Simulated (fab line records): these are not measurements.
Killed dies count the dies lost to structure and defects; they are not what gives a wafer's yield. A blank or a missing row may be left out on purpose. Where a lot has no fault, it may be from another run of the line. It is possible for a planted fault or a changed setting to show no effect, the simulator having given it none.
Check for tools in common + flow gf180mcu + Sample size 11 lots and 39 wafers

## WHY THIS WAS OPENED
At GF_V3_RS_MEAS_24 the reading V3_W_RS is flagged on 2 of 11 lots. No-fault wafers: 0.328 ohm/sq, standard deviation 0.0045.
Rule: a lot is flagged in two cases, either no wafer of it has a number, or all its wafers with numbers fall more than 4 standard deviations from that mean. The other lots count as sound.

| lot  | measured     | on           | V3_W_RS (ohm/sq), wafer by wafer    | flag    |
|------|--------------|--------------|-------------------------------------|---------|
| L658 | day 23 04:47 | filmMetro-02 | 0.320 0.321 0.334                   |         |
| L659 | day 23 11:49 | filmMetro-01 | 0.332 0.323 0.335                   |         |
| L661 | day 24 05:14 | filmMetro-03 | 0.281 0.281 0.284 0.280 0.281 0.283 | FLAGGED |
| L662 | day 24 15:20 | filmMetro-02 | 0.334 0.331 0.331                   |         |
| L663 | day 25 02:38 | filmMetro-02 | 0.282 0.274 0.271 0.282 0.274 0.271 | FLAGGED |
| L670 | day 27 21:08 | filmMetro-03 | 0.329 0.317 0.330                   |         |
| L674 | day 28 09:26 | filmMetro-01 | 0.330 0.325 0.326                   |         |
| L675 | day 28 15:31 | filmMetro-01 | 0.332 0.324 0.330                   |         |
| L676 | day 29 07:08 | filmMetro-02 | 0.336 0.322 0.331                   |         |
| L677 | day 29 13:55 | filmMetro-01 | 0.330 0.325 0.324                   |         |
| L678 | day 29 20:57 | filmMetro-02 | 0.325 0.328 0.322                   |         |
On average the flagged lots' numbers are 0.279 ohm/sq, which is -0.049 ohm/sq against the usual, or -11 standard deviations.

## LOT BY LOT: THE TOOL USED
2 process steps preceding the reading are held in the record, out of 602 steps in the route. In each cell: the tool, then ch and the chambers that the sampled wafers went through, then the start.
| lot  | flag    | GF_V3_SPUTTER_21            | GF_V3_CVD_23                 |
|------|---------|-----------------------------|------------------------------|
| L658 |         | pvdSputter-04, day 23 04:34 | cvdW-02 ch 0,1, day 23 04:40 |
| L659 |         | pvdSputter-01, day 23 11:35 | cvdW-02 ch 0,1, day 23 11:41 |
| L661 | FLAGGED | pvdSputter-01, day 24 05:00 | cvdW-02 ch 0, day 24 05:06   |
| L662 |         | pvdSputter-04, day 24 15:08 | cvdW-01 ch 0,1, day 24 15:14 |
| L663 | FLAGGED | pvdSputter-02, day 25 02:25 | cvdW-02 ch 0,1, day 25 02:31 |
| L670 |         | pvdSputter-04, day 27 20:55 | cvdW-02 ch 0,1, day 27 21:01 |
| L674 |         | pvdSputter-01, day 28 09:11 | cvdW-01 ch 0,1, day 28 09:17 |
| L675 |         | pvdSputter-04, day 28 15:17 | cvdW-02 ch 0,1, day 28 15:23 |
| L676 |         | pvdSputter-02, day 29 06:56 | cvdW-02 ch 0,1, day 29 07:02 |
| L677 |         | pvdSputter-02, day 29 13:42 | cvdW-02 ch 0,1, day 29 13:48 |
| L678 |         | pvdSputter-01, day 29 20:43 | cvdW-01 ch 0,1, day 29 20:49 |
What these steps do:
- GF_V3_SPUTTER_21: material Ti, target thk 15 nm, time 80.02 s.
- GF_V3_CVD_23: deposits W, target thk 350 nm, time 104.9 s.
- GF_V3_RS_MEAS_24: measures by four-point-probe.

## FLAGGED AGAINST TOTAL, ONE TOOL AT A TIME (gauges that did the reading follow at the end)
| step             | tool          | lots run | flagged | share of the flagged lots | sound lots run after its first flagged lot |
|------------------|---------------|----------|---------|---------------------------|--------------------------------------------|
| GF_V3_SPUTTER_21 | pvdSputter-01 | 4        | 1       | some                      | 2 (L674,L678)                              |
| GF_V3_SPUTTER_21 | pvdSputter-02 | 3        | 1       | some                      | 2 (L676,L677)                              |
| GF_V3_SPUTTER_21 | pvdSputter-04 | 4        | 0       | none                      | -                                          |
| GF_V3_CVD_23     | cvdW-01       | 3        | 0       | none                      | -                                          |
| GF_V3_CVD_23     | cvdW-02       | 8        | 2       | all                       | 4 (L670,L675,L676,L677)                    |
| GF_V3_RS_MEAS_24 | filmMetro-01  | 4        | 0       | none                      | -                                          |
| GF_V3_RS_MEAS_24 | filmMetro-02  | 5        | 1       | some                      | 2 (L676,L678)                              |
| GF_V3_RS_MEAS_24 | filmMetro-03  | 2        | 1       | some                      | 1 (L670)                                   |

## WHAT IS ALLOWED BY THE TABLE
All flagged lots share 1 row of the table, namely cvdW-02 at GF_V3_CVD_23.
- cvdW-02 at GF_V3_CVD_23 ran 8 lots, 2 of them flagged. Lots that were sound ran on it after the first flagged one (L670, L675, L676, L677); a persistent fault on the entire tool would not allow that.
Every row of the table either missed a flagged lot or ran a sound lot after the first.

## WHAT THE SIMULATOR PUT IN
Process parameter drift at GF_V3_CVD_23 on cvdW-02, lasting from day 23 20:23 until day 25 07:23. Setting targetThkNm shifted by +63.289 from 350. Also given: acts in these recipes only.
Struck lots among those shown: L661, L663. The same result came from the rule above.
